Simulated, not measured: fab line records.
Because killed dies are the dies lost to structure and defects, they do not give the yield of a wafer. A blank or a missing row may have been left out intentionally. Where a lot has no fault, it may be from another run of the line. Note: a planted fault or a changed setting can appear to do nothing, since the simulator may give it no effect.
Chamber matching | flow sky130 | SKY_LI_CONTACT_CMP_02 on cmp-01: 4 sister chambers
The step polishes PSG. 8 wafers are shown with their chamber, then 7 later ones without.

## WAFERS PAIRED WITH THEIR CHAMBERS
wafer  | chamber | motor current A (A) | platen rpm (rpm)
L342.4 | 1       | 10.7                | 60.04
L343.1 | 1       | 10.0                | 60.00
L343.2 | 2       | 10.1                | 59.98
L344.1 | 0       | 12.4                | 60.00
L344.4 | 3       | 10.0                | 59.94
L344.6 | 2       | 10.7                | 59.90
L351.2 | 3       | 9.3                 | 59.95
L351.4 | 0       | 11.7                | 59.96

## WAFERS WHOSE CHAMBER IS MISSING
wafer  | motor current A (A) | platen rpm (rpm)
L351.5 | 10.4                | 59.97
L362.1 | 12.5                | 59.96
L362.3 | 10.0                | 60.02
L362.4 | 10.0                | 60.00
L361.1 | 10.2                | 60.04
L361.2 | 10.1                | 60.06
L361.4 | 12.4                | 60.03

## EACH ONE'S CHAMBER
wafer  | from the rows above          | in truth
L351.5 | can't be placed: 2 or 1 or 3 | 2
L362.1 | 0                            | 0
L362.3 | can't be placed: 1 or 3 or 2 | 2
L362.4 | can't be placed: 1 or 3 or 2 | 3
L361.1 | 1                            | 1
L361.2 | 1                            | 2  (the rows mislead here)
L361.4 | 0                            | 0
Correctly placed: 3 of 7. Unplaceable from these rows: 3, with the true chamber sitting among the candidates in 3. Wrongly placed: 1.
How it was worked out, from the rows above alone: a wafer's distance from a chamber is the root of the sum, over the readings, of the square of ((its reading less the chamber's mean) divided by the reading's scatter). If the next closest chamber is less than 2 further off than the closest, the wafer can't be placed; otherwise it belongs to the closest. The mean given for a chamber averages the wafers shown for that chamber. The scatter: the root of (the sum of the squares of (reading less its chamber's mean) over the shown wafers, divided by (wafers less chambers)).
